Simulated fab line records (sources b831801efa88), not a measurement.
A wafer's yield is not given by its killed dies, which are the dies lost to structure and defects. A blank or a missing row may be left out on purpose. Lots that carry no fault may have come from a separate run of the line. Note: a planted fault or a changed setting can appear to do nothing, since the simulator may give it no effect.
Which tool is to blame? / flow sky130 / 13 lots with 39 wafers sampled at 5 steps, on a route of 708 steps

== WHAT THE GAUGES READ, wafer by wafer ==
SKY_PWDE_OVL_MEAS_07.
lot=L291; measured=day 4 18:48; on=overlay-01; PWDE_OVL (nm)=0.8 -0.3 0.2
lot=L292; measured=day 5 06:07; on=overlay-01; PWDE_OVL (nm)=1.1 -0.3 1.4
lot=L296; measured=day 5 23:50; on=overlay-02; PWDE_OVL (nm)=1.0 1.4 3.4
lot=L297; measured=day 6 04:34; on=overlay-02; PWDE_OVL (nm)=1.1 0.2 -1.0
lot=L301; measured=day 7 02:34; on=overlay-02; PWDE_OVL (nm)=3.9 2.8 0.9
lot=L302; measured=day 7 08:40; on=overlay-02; PWDE_OVL (nm)=1.9 2.7 -0.2
lot=L303; measured=day 7 13:19; on=overlay-02; PWDE_OVL (nm)=1.0 2.2 3.4
lot=L305; measured=day 8 00:28; on=overlay-02; PWDE_OVL (nm)=1.0 0.4 0.3
lot=L306; measured=day 8 06:13; on=overlay-02; PWDE_OVL (nm)=2.2 1.9 1.4
lot=L307; measured=day 8 10:13; on=overlay-01; PWDE_OVL (nm)=-0.9 0.7 -0.6
lot=L308; measured=day 8 18:40; on=overlay-01; PWDE_OVL (nm)=-1.0 -0.7 -0.5
lot=L309; measured=day 8 23:04; on=overlay-01; PWDE_OVL (nm)=1.3 0.6 0.3
lot=L310; measured=day 9 04:54; on=overlay-02; PWDE_OVL (nm)=3.4 2.9 1.7

SKY_VT_ADJUST_LVTN_OVL_MEAS_18.
lot=L291; measured=day 8 23:38; on=overlay-02; VT_ADJUST_LVTN_01_OVL (nm)=-0.3 -0.2 -1.5
lot=L292; measured=day 9 11:40; on=overlay-02; VT_ADJUST_LVTN_01_OVL (nm)=-1.7 -1.6 -1.6
lot=L296; measured=day 10 08:20; on=overlay-01; VT_ADJUST_LVTN_01_OVL (nm)=-0.6 -0.1 -1.9
lot=L297; measured=day 10 13:52; on=overlay-01; VT_ADJUST_LVTN_01_OVL (nm)=0.7 -0.3 -0.4
lot=L301; measured=day 11 14:34; on=overlay-01; VT_ADJUST_LVTN_01_OVL (nm)=0.0 1.3 1.9
lot=L302; measured=day 11 23:28; on=overlay-02; VT_ADJUST_LVTN_01_OVL (nm)=0.3 -0.4 0.0
lot=L303; measured=day 12 03:31; on=overlay-02; VT_ADJUST_LVTN_01_OVL (nm)=-0.3 1.1 0.2
lot=L305; measured=day 12 16:09; on=overlay-02; VT_ADJUST_LVTN_01_OVL (nm)=2.6 0.5 2.8
lot=L306; measured=day 12 23:46; on=overlay-02; VT_ADJUST_LVTN_01_OVL (nm)=-0.1 -2.5 0.0
lot=L307; measured=day 13 04:34; on=overlay-02; VT_ADJUST_LVTN_01_OVL (nm)=1.5 2.3 2.0
lot=L308; measured=day 13 14:25; on=overlay-01; VT_ADJUST_LVTN_01_OVL (nm)=2.4 2.9 1.7
lot=L309; measured=day 13 19:52; on=overlay-02; VT_ADJUST_LVTN_01_OVL (nm)=-0.5 0.3 -0.2
lot=L310; measured=day 14 04:25; on=overlay-01; VT_ADJUST_LVTN_01_OVL (nm)=-1.0 -0.6 -2.0

SKY_VT_ADJUST_LVTN_TW_MEAS_21.
lot=L291; measured=day 8 23:56; on=filmMetro-02; VT_ADJUST_LVTN_2_TW=187.1 186.7 186.4
lot=L292; measured=day 9 11:57; on=filmMetro-02; VT_ADJUST_LVTN_2_TW=187.4 186.3 186.8
lot=L296; measured=day 10 08:38; on=filmMetro-02; VT_ADJUST_LVTN_2_TW=203.5 203.1 202.3
lot=L297; measured=day 10 14:09; on=filmMetro-02; VT_ADJUST_LVTN_2_TW=202.5 202.8 202.9
lot=L301; measured=day 11 14:51; on=filmMetro-04; VT_ADJUST_LVTN_2_TW=184.8 184.6 186.1
lot=L302; measured=day 11 23:46; on=filmMetro-03; VT_ADJUST_LVTN_2_TW=189.2 190.1 189.9
lot=L303; measured=day 12 03:47; on=filmMetro-04; VT_ADJUST_LVTN_2_TW=186.7 186.4 186.0
lot=L305; measured=day 12 16:26; on=filmMetro-02; VT_ADJUST_LVTN_2_TW=188.0 188.0 187.8
lot=L306; measured=day 13 00:03; on=filmMetro-03; VT_ADJUST_LVTN_2_TW=188.9 190.5 189.3
lot=L307; measured=day 13 04:50; on=filmMetro-04; VT_ADJUST_LVTN_2_TW=185.2 185.1 184.8
lot=L308; measured=day 13 14:42; on=filmMetro-03; VT_ADJUST_LVTN_2_TW=189.4 190.5 189.9
lot=L309; measured=day 13 20:09; on=filmMetro-04; VT_ADJUST_LVTN_2_TW=185.7 184.7 185.7
lot=L310; measured=day 14 04:43; on=filmMetro-03; VT_ADJUST_LVTN_2_TW=189.9 189.8 189.3

SKY_GATE_OXIDE_OVL_MEAS_10.
lot=L291; measured=day 15 06:11; on=overlay-01; GATE_OXIDE_OVL (nm)=1.5 -2.4 0.6
lot=L292; measured=day 15 22:19; on=overlay-01; GATE_OXIDE_OVL (nm)=0.8 1.1 1.0
lot=L296; measured=day 17 02:03; on=overlay-01; GATE_OXIDE_OVL (nm)=0.2 0.5 -0.8
lot=L297; measured=day 17 14:49; on=overlay-02; GATE_OXIDE_OVL (nm)=0.7 0.3 -1.3
lot=L301; measured=day 18 18:10; on=overlay-02; GATE_OXIDE_OVL (nm)=-1.1 -1.3 -1.2
lot=L302; measured=day 19 05:13; on=overlay-01; GATE_OXIDE_OVL (nm)=1.5 0.4 0.0
lot=L303; measured=day 19 09:43; on=overlay-01; GATE_OXIDE_OVL (nm)=-0.1 -1.9 0.3
lot=L305; measured=day 20 06:23; on=overlay-01; GATE_OXIDE_OVL (nm)=1.0 0.0 1.5
lot=L306; measured=day 20 13:42; on=overlay-01; GATE_OXIDE_OVL (nm)=-3.5 -2.0 -2.4
lot=L307; measured=day 20 17:54; on=overlay-01; GATE_OXIDE_OVL (nm)=-3.9 0.4 -0.4
lot=L308; measured=day 21 07:34; on=overlay-02; GATE_OXIDE_OVL (nm)=0.7 0.5 0.9
lot=L309; measured=day 21 12:13; on=overlay-01; GATE_OXIDE_OVL (nm)=-1.9 -1.9 -2.4
lot=L310; measured=day 21 22:50; on=overlay-01; GATE_OXIDE_OVL (nm)=-0.1 0.4 0.3

== TOOL THAT RAN EACH LOT (tool first, then ch and the chambers of the sampled wafers, then the start) ==
lot=L291; SKY_VT_ADJUST_LVTN_IMPLANT_19=implanter-03 ch 0, day 8 23:43
lot=L292; SKY_VT_ADJUST_LVTN_IMPLANT_19=implanter-01 ch 0, day 9 11:43
lot=L296; SKY_VT_ADJUST_LVTN_IMPLANT_19=implanter-03 ch 0, day 10 08:25
lot=L297; SKY_VT_ADJUST_LVTN_IMPLANT_19=implanter-03 ch 0, day 10 13:54
lot=L301; SKY_VT_ADJUST_LVTN_IMPLANT_19=implanter-01 ch 0, day 11 14:37
lot=L302; SKY_VT_ADJUST_LVTN_IMPLANT_19=implanter-04 ch 0, day 11 23:32
lot=L303; SKY_VT_ADJUST_LVTN_IMPLANT_19=implanter-04 ch 0, day 12 03:32
lot=L305; SKY_VT_ADJUST_LVTN_IMPLANT_19=implanter-04 ch 0, day 12 16:11
lot=L306; SKY_VT_ADJUST_LVTN_IMPLANT_19=implanter-04 ch 0, day 12 23:48
lot=L307; SKY_VT_ADJUST_LVTN_IMPLANT_19=implanter-01 ch 0, day 13 04:35
lot=L308; SKY_VT_ADJUST_LVTN_IMPLANT_19=implanter-01 ch 0, day 13 14:28
lot=L309; SKY_VT_ADJUST_LVTN_IMPLANT_19=implanter-03 ch 0, day 13 19:54
lot=L310; SKY_VT_ADJUST_LVTN_IMPLANT_19=implanter-01 ch 0, day 14 04:31
- SKY_VT_ADJUST_LVTN_IMPLANT_19

== AS READ BY THE TOOLS THEMSELVES (means over the sampled wafers that have a number; for cases with no such wafer, the mark the record gives instead) ==
SKY_VT_ADJUST_LVTN_IMPLANT_19.
lot=L291; tool=implanter-03; beamOnS (s)=10.11; doseIonsCm2=6.5e+11; faradayCurrentUA=3.62
lot=L292; tool=implanter-01; beamOnS (s)=9.94; doseIonsCm2=6.5e+11; faradayCurrentUA=3.68
lot=L296; tool=implanter-03; beamOnS (s)=10.12; doseIonsCm2=8.6e+11; faradayCurrentUA=4.81
lot=L297; tool=implanter-03; beamOnS (s)=10.05; doseIonsCm2=8.6e+11; faradayCurrentUA=4.84
lot=L301; tool=implanter-01; beamOnS (s)=10.21; doseIonsCm2=6.5e+11; faradayCurrentUA=3.60
lot=L302; tool=implanter-04; beamOnS (s)=9.90; doseIonsCm2=6.5e+11; faradayCurrentUA=3.71
lot=L303; tool=implanter-04; beamOnS (s)=9.61; doseIonsCm2=6.5e+11; faradayCurrentUA=3.81
lot=L305; tool=implanter-04; beamOnS (s)=10.18; doseIonsCm2=6.5e+11; faradayCurrentUA=3.60
lot=L306; tool=implanter-04; beamOnS (s)=9.98; doseIonsCm2=6.5e+11; faradayCurrentUA=3.68
lot=L307; tool=implanter-01; beamOnS (s)=10.00; doseIonsCm2=6.5e+11; faradayCurrentUA=3.67
lot=L308; tool=implanter-01; beamOnS (s)=9.96; doseIonsCm2=6.5e+11; faradayCurrentUA=3.68
lot=L309; tool=implanter-03; beamOnS (s)=10.16; doseIonsCm2=6.5e+11; faradayCurrentUA=3.60
lot=L310; tool=implanter-01; beamOnS (s)=9.97; doseIonsCm2=6.5e+11; faradayCurrentUA=3.68

== THE ANSWER, worked out from the rows above alone ==
Rule: the lots themselves supply what counts as usual. The widest of any qualifying gaps counts: lots, ordered by their means at a reading, are off when they make up no more than a third of the lots, leave a main group of 4 or more, and stand apart from it by 3 or more times the standard deviation of that group's means. A main group whose means are all the same, to the digits that the tables above print for the reading, isn't used. Also off: a lot with no number at a reading for which 4 or more lots have one. The other lots that the step has rows for count as sound. The gauges are gone through in route order, then the tools' own readings, and for those a lot's mean is taken as printed above. At the first step where some lot is off, the reading lying furthest off is the one used; lots without a number count as furthest.
Off: L296, L297, at SKY_VT_ADJUST_LVTN_TW_MEAS_21 (VT_ADJUST_LVTN_2_TW). The main group has a mean of 187.5 with a standard deviation of 1.9.
A tool fits if, at a process step before that reading, it ran every lot that is off, and no sound lot after the first of them. Not tried: the gauges at SKY_VT_ADJUST_LVTN_TW_MEAS_21; whatever is off there is also off at SKY_VT_ADJUST_LVTN_IMPLANT_19, on other tools, and gauge error can't account for it. Of those tried, none fits.

== WHAT THE SIMULATOR HAD PUT IN ==
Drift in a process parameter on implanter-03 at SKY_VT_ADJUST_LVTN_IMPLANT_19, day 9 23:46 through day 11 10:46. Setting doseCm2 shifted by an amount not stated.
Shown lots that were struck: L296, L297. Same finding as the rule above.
